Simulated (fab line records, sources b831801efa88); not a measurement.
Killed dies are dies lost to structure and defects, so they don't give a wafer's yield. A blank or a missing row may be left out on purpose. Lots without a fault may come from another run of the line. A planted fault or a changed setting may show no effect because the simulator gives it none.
Which tool did it? | flow sky130 | 12 lots, 36 wafers sampled, at 5 steps of a route of 708

WHAT THE GAUGES READ, wafer by wafer
SKY_LOCAL_INTERCONNECT_CD_MEAS_11: target cd 170 nm. Usual: cd_nm 170.5 nm, standard deviation 1.4.
lot  | measured     | on        | cd_nm (nm)        | flag
L463 | day 31 04:44 | cd_sem-02 | 169.5 168.0 168.4 |
L465 | day 32 02:52 | cd_sem-02 | 169.4 169.8 170.5 |
L464 | day 32 06:25 | cd_sem-01 | 169.6 169.6 169.0 |
L468 | day 33 00:01 | cd_sem-01 | 172.5 170.9 170.5 |
L470 | day 33 08:46 | cd_sem-02 | 169.2 170.5 168.9 |
L469 | day 33 10:45 | cd_sem-01 | 172.6 171.7 171.5 |
L474 | day 34 20:32 | cd_sem-02 | 171.7 173.3 170.5 |
L476 | day 35 10:49 | cd_sem-01 | 170.0 170.2 169.3 |
L479 | day 36 08:31 | cd_sem-01 | 171.2 173.1 170.3 |
L483 | day 37 13:16 | cd_sem-01 | 171.8 171.3 172.2 |
L484 | day 37 18:53 | cd_sem-01 | 172.9 172.6 172.8 |
L485 | day 37 21:47 | cd_sem-01 | 171.4 170.9 171.1 |

SKY_CONTACT_CD_MEAS_14: target cd 170 nm. Usual: cd_nm 169.4 nm, standard deviation 1.4.
lot  | measured     | on        | cd_nm (nm)        | flag
L463 | day 32 09:43 | cd_sem-02 | 170.3 169.5 169.3 |
L465 | day 33 08:07 | cd_sem-01 | 171.6 172.1 170.6 |
L464 | day 33 11:19 | cd_sem-01 | 170.9 168.3 169.6 |
L468 | day 34 07:19 | cd_sem-01 | 168.7 169.4 170.3 |
L470 | day 34 14:14 | cd_sem-01 | 170.3 171.6 169.4 |
L469 | day 34 15:14 | cd_sem-01 | 145.8 145.7 146.8 | OFF
L474 | day 36 01:16 | cd_sem-01 | 152.2 154.1 153.0 | OFF
L476 | day 36 15:27 | cd_sem-02 | 166.9 167.6 167.7 |
L479 | day 37 12:52 | cd_sem-02 | 168.7 169.1 169.6 |
L483 | day 38 17:03 | cd_sem-01 | 170.4 169.6 170.4 |
L484 | day 38 22:20 | cd_sem-01 | 169.2 170.0 168.9 |
L485 | day 39 01:58 | cd_sem-01 | 167.8 169.5 170.9 |

WHICH TOOL RAN EACH LOT (tool, then ch and the chambers of the sampled wafers, then the start)
lot  | SKY_LI_CONTACT_CVD_21         | SKY_LOCAL_INTERCONNECT_ETCH_13    | SKY_CONTACT_EXPOSE_11
L463 | cvd_w-01 ch 0,1, day 29 23:46 | rie_metal-02 ch 0,1, day 31 04:53 | krf_scanner-01 ch 0, day 31 20:52
L465 | cvd_w-02 ch 0,1, day 30 21:24 | rie_metal-01 ch 0,1, day 32 03:02 | krf_scanner-01 ch 0, day 32 18:58
L464 | cvd_w-01 ch 0,1, day 31 01:27 | rie_metal-01 ch 0,1, day 32 06:35 | krf_scanner-02 ch 0, day 32 22:08
L468 | cvd_w-02 ch 0,1, day 31 21:56 | rie_metal-02 ch 1, day 33 00:11   | krf_scanner-02 ch 0, day 33 17:45
L470 | cvd_w-01 ch 0,1, day 32 04:32 | rie_metal-02 ch 0,1, day 33 08:56 | krf_scanner-02 ch 0, day 34 00:31
L469 | cvd_w-01 ch 0,1, day 32 05:32 | rie_metal-02 ch 0,1, day 33 10:53 | krf_scanner-02 ch 0, day 34 02:17
L474 | cvd_w-01 ch 0, day 33 16:45   | rie_metal-01 ch 0, day 34 20:41   | krf_scanner-02 ch 0, day 35 11:56
L476 | cvd_w-02 ch 0,1, day 34 07:12 | rie_metal-01 ch 0,1, day 35 10:57 | krf_scanner-01 ch 0, day 36 01:59
L479 | cvd_w-01 ch 0,1, day 35 05:38 | rie_metal-03 ch 0, day 36 08:41   | krf_scanner-01 ch 0, day 36 23:46
L483 | cvd_w-01 ch 0,1, day 36 09:34 | rie_metal-03 ch 0,1, day 37 13:24 | krf_scanner-01 ch 0, day 38 04:26
L484 | cvd_w-02 ch 0,1, day 36 16:28 | rie_metal-02 ch 1, day 37 19:02   | krf_scanner-01 ch 0, day 38 09:46
L485 | cvd_w-01 ch 1, day 36 18:23   | rie_metal-02 ch 0,1, day 37 21:56 | krf_scanner-01 ch 0, day 38 13:04
- SKY_LI_CONTACT_CVD_21: deposits W, target thk 400 nm, time 120.56 s.
- SKY_LOCAL_INTERCONNECT_ETCH_13: etches BARC in N2/H2, stops on SiO2, time 45.9 s, target depth 60 nm.
- SKY_CONTACT_EXPOSE_11: exposes mask CTM1, target cd 170 nm.

WHAT THE TOOLS THEMSELVES READ (means of the sampled wafers that have a number; where no wafer has one, the mark that the record gives instead)
SKY_LI_CONTACT_CVD_21. Usual: heater_power_w 856 W, standard deviation 88; susceptor_temp_C 400.00 C, standard deviation 0.21.
lot  | tool     | heater_power_w (W) | susceptor_temp_C (C) | flag
L463 | cvd_w-01 | 847                | 399.66               |
L465 | cvd_w-02 | 823                | 399.87               |
L464 | cvd_w-01 | 908                | 399.94               |
L468 | cvd_w-02 | 793                | 399.87               |
L470 | cvd_w-01 | 916                | 400.07               |
L469 | cvd_w-01 | 920                | 399.97               |
L474 | cvd_w-01 | 977                | 400.21               |
L476 | cvd_w-02 | 840                | 400.02               |
L479 | cvd_w-01 | 918                | 399.99               |
L483 | cvd_w-01 | 920                | 399.84               |
L484 | cvd_w-02 | 797                | 399.98               |
L485 | cvd_w-01 | 792                | 399.69               |

SKY_LOCAL_INTERCONNECT_ETCH_13. Usual: drypump_motor_current_A 5.43 A, standard deviation 0.28; h2_flow_sccm 200.1 sccm, standard deviation 0.65; n2_flow_sccm 99.98 sccm, standard deviation 0.29; oes_product_au 0.855 a.u., standard deviation 0.0053; throttle_valve_pct 13.224 %, standard deviation 0.0094.
lot  | tool         | drypump_motor_current_A (A) | h2_flow_sccm (sccm) | n2_flow_sccm (sccm) | oes_product_au (a.u.) | throttle_valve_pct (%) | flag
L463 | rie_metal-02 | 5.39                        | 200.2               | 100.00              | 0.852                 | 13.215                 |
L465 | rie_metal-01 | 5.43                        | 199.4               | 100.03              | 0.854                 | 13.228                 |
L464 | rie_metal-01 | 5.43                        | 200.0               | 99.65               | 0.858                 | 13.233                 |
L468 | rie_metal-02 | 5.73                        | 200.5               | 100.14              | 0.853                 | 13.224                 |
L470 | rie_metal-02 | 5.39                        | 199.4               | 100.16              | 0.851                 | 13.220                 |
L469 | rie_metal-02 | 5.39                        | 199.9               | 99.98               | 0.855                 | 13.219                 |
L474 | rie_metal-01 | 5.76                        | 199.6               | 99.90               | 0.855                 | 13.213                 |
L476 | rie_metal-01 | 5.44                        | 199.9               | 100.21              | 0.860                 | 13.226                 |
L479 | rie_metal-03 | 5.03                        | 199.5               | 100.16              | 0.854                 | 13.227                 |
L483 | rie_metal-03 | 5.43                        | 199.5               | 100.29              | 0.854                 | 13.234                 |
L484 | rie_metal-02 | 5.72                        | 200.3               | 99.96               | 0.856                 | 13.227                 |
L485 | rie_metal-02 | 5.40                        | 200.4               | 100.25              | 0.858                 | 13.227                 |

SKY_CONTACT_EXPOSE_11. Usual: exposure_dose_mJ_cm2 37.98, standard deviation 0.059.
lot  | tool           | exposure_dose_mJ_cm2 | flag
L463 | krf_scanner-01 | 37.92                |
L465 | krf_scanner-01 | 37.97                |
L464 | krf_scanner-02 | 37.99                |
L468 | krf_scanner-02 | 38.00                |
L470 | krf_scanner-02 | 38.05                |
L469 | krf_scanner-02 | 33.66                | OFF
L474 | krf_scanner-02 | 34.61                | OFF
L476 | krf_scanner-01 | 37.95                |
L479 | krf_scanner-01 | 37.92                |
L483 | krf_scanner-01 | 37.94                |
L484 | krf_scanner-01 | 37.96                |
L485 | krf_scanner-01 | 37.93                |

THE ANSWER, worked out from the rows above alone
Rule: a lot is off if the mean of its wafers that have a number lies more than 3 standard deviations from the usual mean. A lot without any number at a reading at which 4 lots or more have one is off too. The other lots that the step has rows for count as sound. The gauges are gone through in route order, then the tools' own readings, and for those a lot's mean is taken as printed above. The first step at which some lot is off is used, and at that step the reading that is off furthest; a lot without a number counts as furthest.
Off: L469, L474, at SKY_CONTACT_CD_MEAS_14 (cd_nm).
A tool fits if, at a process step before that reading, it ran every lot that is off, and no sound lot after the first of them. The gauges at SKY_CONTACT_CD_MEAS_14 aren't tried: what is off there is off at SKY_CONTACT_EXPOSE_11 too, on other tools, and a gauge's error can't cause that. One fits: krf_scanner-02 at SKY_CONTACT_EXPOSE_11. Its last sound lot is L470 (day 34 00:31), its first lot that is off L469 (day 34 02:17): a fault that began between those two fits.
The tool's own readings at SKY_CONTACT_EXPOSE_11 bear it out: on the lots that are off they differ by more than 5 times the standard deviation of the sound lots' means. exposure_dose_mJ_cm2 reads 34.13 there against 37.96 on the sound lots.

WHAT THE SIMULATOR HAD PUT IN
Process parameter drift: krf_scanner-02, from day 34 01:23 on, at SKY_CONTACT_EXPOSE_11. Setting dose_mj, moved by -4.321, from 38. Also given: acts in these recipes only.
Lots struck among those shown: L469, L474. The rule above found the same.
